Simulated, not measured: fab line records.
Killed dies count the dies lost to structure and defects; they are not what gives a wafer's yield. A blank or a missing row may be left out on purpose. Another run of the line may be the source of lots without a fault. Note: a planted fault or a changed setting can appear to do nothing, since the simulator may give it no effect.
fab line records	flow sky130
record: lots: 13	wafers: 39	last_day: 50
route steps=708 shown NWELL@82 VT_ADJUST_HVTP@95 VT_ADJUST_LVTN@118 VT_ADJUST_NCORE@123 PAD_OPEN@708
lots that met no fault: taken from a fault-free run of the same line
start_h: the number of hours between the record's first day and the start of the first shown wafer of the lot	wait_h: hours since the lot's step before	" the same as in the row above	L1.1+2: a row that stands for several wafers	- value missing, or start not given	* or withheld: withheld	< > ~ a bound
route shown NAME@n: NAME is a module with steps in the file, n the number in the route of the first one	usual: the fault-free wafers' mean and standard deviation	same: alike in all rows	chamber/n: place in a boat	sites: each site's reading	_std_site: standard deviation of those values	_edge_site: inner sites' mean taken away from outer sites' mean	radius_mm: for every site, how far away it sits from the centre of the wafer	mask NAME#n: copy n	behind: the last tool/chamber to shape the wafer	hold: what put the lot on hold/how long, in hours/how the hold closed	device: names the non-switching transistor (n, p or np)	end of line: the same wafers' tests at the end of the route	a step without rows: its recipe alone	killed: dies lost to structure and defects at the first sort, not the wafer's yield	map: per-die view of a wafer (x killed, . not killed, _ where there is no die)
set.NAME: the setting as run; set.NAME@STEP: as run at that earlier step	model.NAME: the simulator's own value behind a step, which no gauge read
steps of the route over a sample of lots; a table a step, a row a wafer
services: when a tool's chamber went out of use (start_h, in hours from the record's first day, below 0 if earlier), for how many hours, and the reason
== steps ==
step: SKY_NWELL_RS_MEAS_29
recipe: thk_meas_gauge: four-point-probe
usual: NWELL_RS: 624.5/1.8
lot.wafer	tool	chamber	start_h	wait_h	NWELL_RS[ohm/sq]
L734.1	film_metro-01	-	104.61	0.1	625.0
L734.3	"	-	"	"	623.5
L734.5	"	-	"	"	624.4
L735.2	film_metro-01	-	112.19	0.1	623.9
L735.3	"	-	"	"	625.8
L735.6	"	-	"	"	625.2
L736.1	film_metro-01	-	115.52	0.2	623.5
L736.2	"	-	"	"	623.0
L736.6	"	-	"	"	624.0
L738.1	film_metro-03	-	129.76	0.1	628.6
L738.2	"	-	"	"	628.8
L738.3	"	-	"	"	626.4
L740.3	film_metro-04	-	149.96	0.1	624.9
L740.4	"	-	"	"	624.1
L740.5	"	-	"	"	625.6
L742.1	film_metro-04	-	152.46	0.1	625.0
L742.2	"	-	"	"	623.9
L742.3	"	-	"	"	624.8
L743.1	film_metro-01	-	157.97	0.1	624.9
L743.3	"	-	"	"	625.6
L743.6	"	-	"	"	623.9
L744.2	film_metro-04	-	165.58	0.1	622.9
L744.5	"	-	"	"	622.8
L744.6	"	-	"	"	623.6
L745.1	film_metro-04	-	178.21	0.1	626.3
L745.5	"	-	"	"	622.8
L745.6	"	-	"	"	623.5
L747.1	film_metro-03	-	187.96	0.1	626.9
L747.3	"	-	"	"	623.5
L747.4	"	-	"	"	626.4
L746.2	film_metro-04	-	188.33	0.1	621.1
L746.4	"	-	"	"	621.3
L746.5	"	-	"	"	620.5
L748.2	film_metro-04	-	195.08	0.1	623.6
L748.3	"	-	"	"	625.0
L748.6	"	-	"	"	620.2
L756.3	film_metro-01	-	236.91	0.1	623.2
L756.4	"	-	"	"	623.8
L756.5	"	-	"	"	623.4
step: SKY_VT_ADJUST_HVTP_STRIP_10
recipe: chemistry: O2/N2	power_w: 1400	pressure_mtorr: 1500	platen_temp_c: withheld	o2_flow_sccm: 3000	n2_flow_sccm: 300	overash_fraction: 0.5
usual: drypump_motor_current_A: 5.8/0.43	oes_product_au: 0.715/0.0049	strip_time_to_endpoint_s: 14.18/0.038
lot.wafer	tool	chamber	start_h	wait_h	drypump_motor_current_A	oes_product_au	rf_hours_counter_h	strip_time_to_endpoint_s
L734.1	plasma_asher-03	0	122.88	0.1	6.1	0.715	31	14.15
L734.3	"	0	"	"	6.1	0.702	-	14.23
L734.5	"	0	"	"	6.1	0.721	-	14.19
L735.2	plasma_asher-03	0	130.87	0.1	6.2	0.719	32	14.22
L735.3	"	0	"	"	6.2	0.715	-	14.24
L735.6	"	0	"	"	6.1	0.713	-	14.21
L736.1	plasma_asher-02	0	134.81	0.1	5.8	0.720	47	14.23
L736.2	"	1	"	"	5.8	0.719	47	14.22
L736.6	"	1	"	"	5.8	0.713	-	14.19
L738.1	plasma_asher-01	1	148.72	0.1	5.4	0.716	1	14.24
L738.2	"	0	"	"	5.0	0.712	1	14.15
L738.3	"	1	"	"	5.4	0.718	-	14.19
L740.3	plasma_asher-02	1	170.55	0.1	5.8	0.710	-	14.20
L740.4	"	0	"	"	5.8	0.726	-	14.17
L740.5	"	0	"	"	5.8	0.720	-	14.19
L742.1	plasma_asher-02	1	172.62	0.1	5.8	0.713	51	14.14
L742.2	"	0	"	"	5.8	0.722	51	14.18
L742.3	"	1	"	"	5.8	0.716	-	14.16
L743.1	plasma_asher-03	1	178.83	0.1	6.3	0.718	37	14.17
L743.3	"	1	"	"	6.3	0.716	-	14.22
L743.6	"	1	"	"	6.3	0.714	-	14.25
L744.2	plasma_asher-01	1	186.62	0.1	5.4	0.713	5	14.20
L744.5	"	0	"	"	5.0	0.711	-	14.27
L744.6	"	1	"	"	5.4	0.721	-	14.21
L745.1	plasma_asher-02	1	200.06	0.1	5.8	0.710	54	14.22
L745.5	"	1	"	"	5.8	0.718	-	14.19
L745.6	"	0	"	"	5.8	0.718	-	14.19
L747.1	plasma_asher-01	0	209.72	0.1	4.9	0.704	7	14.15
L747.3	"	1	"	"	5.4	0.715	-	14.21
L747.4	"	0	"	"	4.9	0.715	-	14.19
L746.2	plasma_asher-02	0	210.08	0.1	5.8	0.708	55	14.17
L746.4	"	0	"	"	5.8	0.717	-	14.18
L746.5	"	0	"	"	5.8	0.718	-	14.19
L748.2	plasma_asher-03	0	216.66	0.1	6.2	0.721	41	14.15
L748.3	"	0	"	"	6.2	0.714	-	14.17
L748.6	"	1	"	"	6.3	0.715	-	14.16
L756.3	plasma_asher-03	1	260.79	0.1	6.3	0.710	-	14.12
L756.4	"	0	"	"	6.1	0.720	-	14.09
L756.5	"	0	"	"	6.1	0.707	-	14.09
step: SKY_VT_ADJUST_LVTN_TW_MEAS_21
usual: VT_ADJUST_LVTN_2_TW: 188.7/1.5
lot.wafer	tool	chamber	start_h	wait_h	VT_ADJUST_LVTN_2_TW
L734.1	film_metro-02	-	161.70	0.1	189.9
L734.3	"	-	"	"	190.0
L734.5	"	-	"	"	189.7
L735.2	film_metro-02	-	169.56	0.1	189.6
L735.3	"	-	"	"	189.6
L735.6	"	-	"	"	189.8
L736.1	film_metro-04	-	174.50	0.1	190.6
L736.2	"	-	"	"	190.3
L736.6	"	-	"	"	189.9
L738.1	film_metro-04	-	189.80	0.1	189.8
L738.2	"	-	"	"	190.7
L738.3	"	-	"	"	190.2
L740.3	film_metro-02	-	213.82	0.1	190.7
L740.4	"	-	"	"	190.1
L740.5	"	-	"	"	190.5
L742.1	film_metro-02	-	216.34	0.1	190.2
L742.2	"	-	"	"	189.2
L742.3	"	-	"	"	190.7
L743.1	film_metro-03	-	223.25	0.1	188.2
L743.3	"	-	"	"	187.8
L743.6	"	-	"	"	187.8
L744.2	film_metro-02	-	231.51	0.1	188.8
L744.5	"	-	"	"	188.6
L744.6	"	-	"	"	188.5
L745.1	film_metro-02	-	245.30	0.1	190.8
L745.5	"	-	"	"	190.3
L745.6	"	-	"	"	192.0
L747.1	film_metro-03	-	254.89	0.1	187.7
L747.3	"	-	"	"	185.9
L747.4	"	-	"	"	186.9
L746.2	film_metro-03	-	255.85	0.1	187.5
L746.4	"	-	"	"	186.2
L746.5	"	-	"	"	187.0
L748.2	film_metro-04	-	263.01	0.1	187.8
L748.3	"	-	"	"	188.6
L748.6	"	-	"	"	190.0
L756.3	film_metro-04	-	311.07	0.1	187.7
L756.4	"	-	"	"	188.6
L756.5	"	-	"	"	188.6
step: SKY_VT_ADJUST_NCORE_EXPOSE_04
recipe: mask_id: LVTN_COMPLEMENT_THIN	na: 0.6	source_shape: conventional	sigma_outer: 0.6	polarization: unpolarized	target_cd_nm: 380	dose_mj: 139
lot.wafer	tool	chamber	start_h	wait_h	mask
L734.1+3+5	iline_stepper-01	0	172.20	-	LVTN_COMPLEMENT_THIN#0
L735.2+3+6	iline_stepper-01	0	179.32	-	LVTN_COMPLEMENT_THIN#0
L736.1+2+6	iline_stepper-02	0	184.63	-	LVTN_COMPLEMENT_THIN#0
L738.1+2+3	iline_stepper-01	0	199.65	-	LVTN_COMPLEMENT_THIN#0
L740.3+4+5	iline_stepper-02	0	224.55	-	LVTN_COMPLEMENT_THIN#0
L742.1+2+3	iline_stepper-01	0	227.29	-	LVTN_COMPLEMENT_THIN#0
L743.1+3+6	iline_stepper-01	0	234.12	-	LVTN_COMPLEMENT_THIN#0
L744.2+5+6	iline_stepper-02	0	242.70	-	LVTN_COMPLEMENT_THIN#0
L745.1+5+6	iline_stepper-01	0	257.28	-	LVTN_COMPLEMENT_THIN#0
L747.1+3+4	iline_stepper-01	0	267.17	-	LVTN_COMPLEMENT_THIN#0
L746.2+4+5	iline_stepper-02	0	268.40	-	LVTN_COMPLEMENT_THIN#0
L748.2+3+6	iline_stepper-01	0	275.72	-	LVTN_COMPLEMENT_THIN#0
L756.3+4+5	iline_stepper-02	0	324.04	-	LVTN_COMPLEMENT_THIN#0
step: SKY_VT_ADJUST_NCORE_CD_MEAS_07
recipe: target_cd_nm: 380
usual: cd_nm: 380.1/2.8
lot.wafer	tool	chamber	start_h	wait_h	cd_nm
L734.1	cd_sem-01	-	182.32	0.1	383.1
L734.3	"	-	"	"	383.5
L734.5	"	-	"	"	382.3
L735.2	cd_sem-01	-	190.69	0.1	379.9
L735.3	"	-	"	"	381.1
L735.6	"	-	"	"	379.8
L736.1	cd_sem-01	-	195.47	0.1	380.5
L736.2	"	-	"	"	381.7
L736.6	"	-	"	"	381.1
L738.1	cd_sem-02	-	211.15	0.1	376.4
L738.2	"	-	"	"	374.7
L738.3	"	-	"	"	377.6
L740.3	cd_sem-02	-	235.61	0.1	375.8
L740.4	"	-	"	"	378.1
L740.5	"	-	"	"	374.8
L742.1	cd_sem-01	-	238.69	0.2	377.1
L742.2	"	-	"	"	378.3
L742.3	"	-	"	"	378.5
L743.1	cd_sem-02	-	245.32	0.1	378.6
L743.3	"	-	"	"	380.4
L743.6	"	-	"	"	376.1
L744.2	cd_sem-02	-	253.89	0.1	385.4
L744.5	"	-	"	"	384.8
L744.6	"	-	"	"	383.5
L745.1	cd_sem-02	-	268.90	0.1	375.2
L745.5	"	-	"	"	376.1
L745.6	"	-	"	"	374.6
L747.1	cd_sem-01	-	279.15	0.1	358.2
L747.3	"	-	"	"	377.8
L747.4	"	-	"	"	358.5
L746.2	cd_sem-02	-	280.37	0.1	381.2
L746.4	"	-	"	"	385.1
L746.5	"	-	"	"	381.8
L748.2	cd_sem-01	-	288.29	0.1	360.3
L748.3	"	-	"	"	381.0
L748.6	"	-	"	"	382.2
L756.3	cd_sem-01	-	336.56	0.1	382.1
L756.4	"	-	"	"	383.3
L756.5	"	-	"	"	382.3
step: SKY_PAD_OPEN_PROBE_99
usual: killed_at_M0_to_M3: 44/6.5	killed_at_M4_up: 3.0/1.5	killed_at_contacts: 25/5.1	killed_at_front_end: 14/4.1	killed_at_other: 0.3/0.57	killed_dies: 87/9.5	killed_open: 48/6.8	killed_short: 39/6.2
same: gross_dies: 492	killed_at_back_side: 0
lot.wafer	tool	chamber	start_h	wait_h	killed_at_M0_to_M3	killed_at_M4_up	killed_at_contacts	killed_at_front_end	killed_at_other	killed_dies	killed_open	killed_short
L747.1	prober-02	-	1159.24	0.1	48	3	24	17	0	92	44	47
killed by level:class
L747.1 VIA3:geometric_particle:open=9 CONTACT:geometric_particle:open=9 VIA1:geometric_particle:open=7 METAL2:geometric_particle:short=7 VIA2:geometric_particle:open=6 LI_CONTACT:geometric_particle:open=5 LOCAL_INTERCONNECT:geometric_particle:short=5 VIA3:geometric_particle:short=5
== services ==
tool	chamber	start_h	hours	kind
plasma_asher-01	-	103.84	0.4	repair
plasma_asher-01	-	108.76	9.0	pm
plasma_asher-01	0	108.76	9.0	vent_cycle
plasma_asher-01	1	108.76	9.0	vent_cycle
plasma_asher-01	-	117.76	15.6	pm
plasma_asher-01	0	117.76	-	clean
plasma_asher-01	1	117.76	-	clean
plasma_asher-02	-	141.83	1.6	repair
iline_stepper-01	-	151.44	4.3	pm
iline_stepper-02	-	155.77	1.7	pm
plasma_asher-01	-	172.23	3.5	repair
plasma_asher-01	-	202.07	3.4	repair
plasma_asher-01	-	229.66	2.8	pm
iline_stepper-01	-	235.34	1.7	pm
plasma_asher-03	-	239.59	0.5	repair
iline_stepper-02	-	247.65	1.5	repair
iline_stepper-01	0	292.80	-	calibration
iline_stepper-02	0	293.65	-	calibration
iline_stepper-01	-	323.88	2.1	pm
== key ==
first_sign: step: SKY_VT_ADJUST_NCORE_CD_MEAS_07	reading: cd_nm	direction: down	sigmas: 7.5	usual: 380.1	struck: 359.0
effect none on later readings
met_at SKY_VT_ADJUST_NCORE_EXPOSE_04
struck_lots L747,L748
struck_wafers L747.1,L747.4,L748.2
tester_left_out L747,L748
not_acting_at SKY_NWELL_RS_MEAS_29,SKY_VT_ADJUST_HVTP_STRIP_10,SKY_VT_ADJUST_LVTN_TW_MEAS_21
onset_between 257.28 267.17
fault: kind: process_parameter_drift	tool: iline_stepper-01	chamber: -	onset_h: 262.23	steps: SKY_VT_ADJUST_NCORE_EXPOSE_04	channel: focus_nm	offset: 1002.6	shape: step	end_h: 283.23	scope: struck_wafers_only
tester_left_out: of these lots the tester's yield and bins aren't shown, on N5 and GAA mostly nor the transistor test; their killed dies are dies lost to structure and defects alone, not to doping, threshold or leakage, so they don't give the yield
